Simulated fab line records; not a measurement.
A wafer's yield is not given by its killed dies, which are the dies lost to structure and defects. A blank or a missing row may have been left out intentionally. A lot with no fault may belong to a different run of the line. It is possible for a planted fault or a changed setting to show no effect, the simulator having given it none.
fab line records + flow sky130
[record]
- lots = 7
- wafers = 21
- last-day = 50
route steps=708 shown SONOS_ONO@168
lots with no fault: from the same line, run without faults
start-h: hours from the record's first day to the start of the lot's first wafer shown + wait-h: how many hours have passed since the lot's step before this one + " the same as in the row above + L1.1+2: several wafers, shown together as one row + - either no value or no given start + * or withheld: withheld + < > ~ a bound
route shown NAME@n: NAME is a module with steps in the file, n the number in the route of the first one + usual: mean/standard deviation of fault-free wafers + same: alike in all rows + chamber/n: place in a boat + sites: each site's reading + _std_site: standard deviation of those values + _edge_site: outer sites' mean less inner sites' + radius-mm: how far each site lies from the wafer's centre + mask NAME#n: copy n + behind: tool/chamber where the wafer was last shaped + hold: what put the lot on hold/how long, in hours/how the hold closed + device: the transistor (n, p or np) that didn't switch + end of line: the tests these same wafers got at the end of their route + where a step has no rows: the recipe by itself + killed: at the first sort, the dies lost to defects and structure; wafer yield is something else + map: a wafer's dies, marking killed ones x, the rest . and places with no die _
set.NAME: the setting the step ran with; set.NAME@STEP: the setting that earlier step ran with + model.NAME: the simulator's own value behind a step, which no gauge read
lots at selected steps of the route; one table per step, one row per wafer
[[steps]]
[step SKY_SONOS_ONO_OXIDATION_00]
[recipe]
- temp-c = 800
- ambient = O2
- idle-temp-c = 700
- ramp-up-c-per-min = 10
- ramp-down-c-per-min = 3
- stabilise-s = 600
- purge-s = 300
- target-thk-a = 26
- ox-time-s = 1249
[step SKY_SONOS_ONO_THK_MEAS_01]
[recipe]
- reads = SiO2_of_SONOS_ONO_OXIDATION_00
[usual]
- SONOS_ONO_OXIDATION_THK = 2.60/0.066
| lot.wafer | tool          | chamber | start-h | wait-h | SONOS_ONO_OXIDATION_THK[nm] |
|-----------|---------------|---------|---------|--------|-----------------------------|
| L385.4    | film-metro-04 | -       | 258.84  | 0.0    | 2.68                        |
| L385.5    | "             | -       | "       | "      | 2.67                        |
| L385.6    | "             | -       | "       | "      | 2.64                        |
| L388.3    | film-metro-02 | -       | 284.50  | 0.0    | 2.57                        |
| L388.4    | "             | -       | "       | "      | 2.56                        |
| L388.6    | "             | -       | "       | "      | 2.63                        |
| L389.2    | film-metro-04 | -       | 286.86  | 0.0    | 2.68                        |
| L389.3    | "             | -       | "       | "      | 2.64                        |
| L389.5    | "             | -       | "       | "      | 2.60                        |
| L390.3    | film-metro-04 | -       | 296.00  | 0.0    | 2.52                        |
| L390.4    | "             | -       | "       | "      | 2.55                        |
| L390.6    | "             | -       | "       | "      | 2.51                        |
| L401.1    | film-metro-02 | -       | 379.12  | 0.0    | 2.49                        |
| L401.5    | "             | -       | "       | "      | 2.44                        |
| L401.6    | "             | -       | "       | "      | 2.50                        |
| L405.3    | film-metro-01 | -       | 414.99  | 0.0    | 2.61                        |
| L405.4    | "             | -       | "       | "      | 2.59                        |
| L405.5    | "             | -       | "       | "      | 2.61                        |
| L406.3    | film-metro-02 | -       | 433.63  | 0.0    | 2.52                        |
| L406.5    | "             | -       | "       | "      | 2.45                        |
| L406.6    | "             | -       | "       | "      | 2.52                        |
[step SKY_SONOS_ONO_CVD_02]
[recipe]
- material = Si3N4
- precursor = DCS/NH3
- target-thk-nm = 10.5
- temp-c = 770
- time-s = 180
- pressure-mtorr = 250
[step SKY_SONOS_ONO_THK_MEAS_03]
[recipe]
- reads = Si3N4_of_SONOS_ONO_CVD_02
[usual]
- SONOS_ONO_CVD_02_THK = 10.48/0.11
| lot.wafer | tool          | chamber | start-h | wait-h | SONOS_ONO_CVD_02_THK[nm] |
|-----------|---------------|---------|---------|--------|--------------------------|
| L385.4    | film-metro-04 | -       | 260.49  | 0.0    | 10.60                    |
| L385.5    | "             | -       | "       | "      | 10.77                    |
| L385.6    | "             | -       | "       | "      | 10.76                    |
| L388.3    | film-metro-02 | -       | 285.61  | 0.0    | 10.53                    |
| L388.4    | "             | -       | "       | "      | 10.56                    |
| L388.6    | "             | -       | "       | "      | 10.59                    |
| L389.2    | film-metro-01 | -       | 288.01  | 0.0    | 10.53                    |
| L389.3    | "             | -       | "       | "      | 10.54                    |
| L389.5    | "             | -       | "       | "      | 10.45                    |
| L390.3    | film-metro-04 | -       | 297.11  | 0.0    | 10.51                    |
| L390.4    | "             | -       | "       | "      | 10.54                    |
| L390.6    | "             | -       | "       | "      | 10.57                    |
| L401.1    | film-metro-02 | -       | 382.44  | 0.0    | 10.50                    |
| L401.5    | "             | -       | "       | "      | 10.51                    |
| L401.6    | "             | -       | "       | "      | 10.48                    |
| L405.3    | film-metro-02 | -       | 416.21  | 0.0    | 10.45                    |
| L405.4    | "             | -       | "       | "      | 10.55                    |
| L405.5    | "             | -       | "       | "      | 10.49                    |
| L406.3    | film-metro-02 | -       | 436.08  | 0.0    | 10.51                    |
| L406.5    | "             | -       | "       | "      | 10.67                    |
| L406.6    | "             | -       | "       | "      | 10.46                    |
[step SKY_SONOS_ONO_CVD_04]
[recipe]
- material = SiO2
- precursor = SiH4/N2O
- target-thk-nm = 5.7199
- temp-c = 900
- pressure-mtorr = 400
[step SKY_SONOS_ONO_THK_MEAS_05]
[recipe]
- reads = SiO2_of_SONOS_ONO_CVD_04
[usual]
- SONOS_ONO_CVD_04_THK = 5.71/0.13
| lot.wafer | tool          | chamber | start-h | wait-h | SONOS_ONO_CVD_04_THK[nm] |
|-----------|---------------|---------|---------|--------|--------------------------|
| L385.4    | film-metro-01 | -       | 261.80  | 0.0    | 5.67                     |
| L385.5    | "             | -       | "       | "      | 5.55                     |
| L385.6    | "             | -       | "       | "      | 5.61                     |
| L388.3    | film-metro-02 | -       | 286.92  | 0.0    | 5.87                     |
| L388.4    | "             | -       | "       | "      | 5.80                     |
| L388.6    | "             | -       | "       | "      | 5.82                     |
| L389.2    | film-metro-04 | -       | 289.32  | 0.0    | 5.72                     |
| L389.3    | "             | -       | "       | "      | 5.60                     |
| L389.5    | "             | -       | "       | "      | 5.64                     |
| L390.3    | film-metro-02 | -       | 298.42  | 0.0    | 5.65                     |
| L390.4    | "             | -       | "       | "      | 5.65                     |
| L390.6    | "             | -       | "       | "      | 5.70                     |
| L401.1    | film-metro-01 | -       | 383.75  | 0.0    | 5.72                     |
| L401.5    | "             | -       | "       | "      | 5.73                     |
| L401.6    | "             | -       | "       | "      | 5.88                     |
| L405.3    | film-metro-02 | -       | 417.52  | 0.0    | 5.87                     |
| L405.4    | "             | -       | "       | "      | 5.80                     |
| L405.5    | "             | -       | "       | "      | 5.88                     |
| L406.3    | film-metro-04 | -       | 437.39  | 0.0    | 5.76                     |
| L406.5    | "             | -       | "       | "      | 5.63                     |
| L406.6    | "             | -       | "       | "      | 5.64                     |
[step SKY_SONOS_ONO_DEHYDRATE_06]
[recipe]
- temp-c = 200
- time-s = 60
[step SKY_SONOS_ONO_HMDS_07]
[recipe]
- prime-time-s = 60
- prime-temp-c = 120
[step SKY_SONOS_ONO_COAT_08]
[recipe]
- resist = NOVOLAK
- spin-rpm = 3000
- resist-thk-nm = 1140
[step SKY_SONOS_ONO_SOFTBAKE_09]
[recipe]
- temp-c = 90
- time-s = 60
- resist = NOVOLAK
[step SKY_SONOS_ONO_EXPOSE_10]
[recipe]
- mask-id = ONOM
- target-cd-nm = 410
- na = 0.6
- source-shape = conventional
- sigma-outer = 0.6
- dose-mj = 150
[step SKY_SONOS_ONO_PEB_11]
[recipe]
- temp-c = withheld
- time-s = *
- resist = NOVOLAK
[step SKY_SONOS_ONO_DEVELOP_12]
[recipe]
- develop-time-s = 60
- dev-temp-c = 21.82
[usual]
- chill-plate-temp-C = 22.99/0.097
- develop-time-s = 60/0
- exhaust-pa = 44.8/0.8
- resist-line-temp-C = 23.00/0.1
| lot.wafer | tool           | chamber | start-h | wait-h | chill-plate-temp-C | develop-time-s | exhaust-pa | resist-line-temp-C |
|-----------|----------------|---------|---------|--------|--------------------|----------------|------------|--------------------|
| L385.4    | litho-track-01 | 0       | 285.83  | 0.1    | 22.90              | 60             | 46.7       | 23.03              |
| L385.5    | "              | 0       | "       | "      | 22.96              | 60             | 44.4       | 23.19              |
| L385.6    | "              | 0       | "       | "      | 22.98              | 60             | 43.5       | 23.02              |
| L388.3    | litho-track-03 | -       | 312.26  | 0.1    | -                  | -              | -          | -                  |
| L388.4    | "              | -       | "       | "      | -                  | -              | -          | -                  |
| L388.6    | "              | -       | "       | "      | -                  | -              | -          | -                  |
| L389.2    | litho-track-04 | -       | 314.63  | 0.1    | -                  | -              | -          | -                  |
| L389.3    | "              | -       | "       | "      | -                  | -              | -          | -                  |
| L389.5    | "              | -       | "       | "      | -                  | -              | -          | -                  |
| L390.3    | litho-track-01 | -       | 324.55  | 0.1    | -                  | -              | -          | -                  |
| L390.4    | "              | -       | "       | "      | -                  | -              | -          | -                  |
| L390.6    | "              | -       | "       | "      | -                  | -              | -          | -                  |
| L401.1    | litho-track-04 | 0       | 413.05  | 0.1    | 23.17              | 60             | 43.0       | 22.97              |
| L401.5    | "              | 0       | "       | "      | 22.97              | 60             | 45.0       | 22.98              |
| L401.6    | "              | 0       | "       | "      | 22.92              | 60             | 44.1       | 22.97              |
| L405.3    | litho-track-04 | 0       | 447.75  | 0.1    | 23.02              | 60             | 46.0       | 22.73              |
| L405.4    | "              | 0       | "       | "      | 22.93              | 60             | 45.2       | 22.74              |
| L405.5    | "              | 0       | "       | "      | 22.85              | 60             | 43.9       | 22.75              |
| L406.3    | litho-track-01 | 0       | 467.85  | 0.1    | 22.89              | 60             | 44.7       | 23.00              |
| L406.5    | "              | 0       | "       | "      | 23.22              | 60             | 43.6       | 23.06              |
| L406.6    | "              | 0       | "       | "      | 23.11              | 60             | 45.2       | 22.93              |
[step SKY_SONOS_ONO_CD_MEAS_13]
[recipe]
- target-cd-nm = 410
[usual]
- cd-nm = 410.1/2.3
| lot.wafer | tool      | chamber | start-h | wait-h | cd-nm |
|-----------|-----------|---------|---------|--------|-------|
| L385.4    | cd-sem-02 | -       | 285.96  | 0.1    | 409.0 |
| L385.5    | "         | -       | "       | "      | 410.8 |
| L385.6    | "         | -       | "       | "      | 410.0 |
| L388.3    | cd-sem-02 | -       | 312.40  | 0.1    | -     |
| L388.4    | "         | -       | "       | "      | -     |
| L388.6    | "         | -       | "       | "      | -     |
| L389.2    | cd-sem-01 | -       | 314.77  | 0.1    | -     |
| L389.3    | "         | -       | "       | "      | -     |
| L389.5    | "         | -       | "       | "      | -     |
| L390.3    | cd-sem-02 | -       | 324.69  | 0.1    | -     |
| L390.4    | "         | -       | "       | "      | -     |
| L390.6    | "         | -       | "       | "      | -     |
| L401.1    | cd-sem-01 | -       | 413.20  | 0.1    | 410.0 |
| L401.5    | "         | -       | "       | "      | 408.5 |
| L401.6    | "         | -       | "       | "      | 412.6 |
| L405.3    | cd-sem-02 | -       | 447.89  | 0.1    | 412.0 |
| L405.4    | "         | -       | "       | "      | 411.8 |
| L405.5    | "         | -       | "       | "      | 410.9 |
| L406.3    | cd-sem-01 | -       | 467.99  | 0.1    | 408.5 |
| L406.5    | "         | -       | "       | "      | 410.2 |
| L406.6    | "         | -       | "       | "      | 409.0 |
[[key]]
[first-sign]
- step = SKY_SONOS_ONO_DEVELOP_12
- reading = tool-record
- direction = missing
effect none on later readings
met-at SKY_SONOS_ONO_DEVELOP_12
struck-wafers L388.3,L388.4,L388.6,L389.2,L389.3,L389.5,L390.3,L390.4,L390.6
later-rows-left-out L388.3,L388.4,L388.6,L389.2,L389.3,L389.5,L390.3,L390.4,L390.6
sort-left-out L388.3,L388.4,L388.6,L389.2,L389.3,L389.5,L390.3,L390.4,L390.6
tester-left-out L388,L389,L390
onset-between 285.83 312.26
[fault]
- kind = skipped-step-whole
- tool = litho-track-01,litho-track-03,litho-track-04
- chamber = -
- onset-h = 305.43
- steps = SKY_SONOS_ONO_DEVELOP_12
- scope = struck-lots-only
// tester-left-out: of these lots the tester's yield and bins aren't shown, on N5 and GAA mostly nor the transistor test; their killed dies are dies lost to structure and defects alone, not to doping, threshold or leakage, so they don't give the yield
// sort-left-out: the simulated sort isn't trusted on such a fault, so these wafers' sort isn't shown, and their yield isn't known
// later-rows-left-out: the simulator's readings of these wafers behind a module that went badly wrong aren't trusted and aren't shown, but for the sort
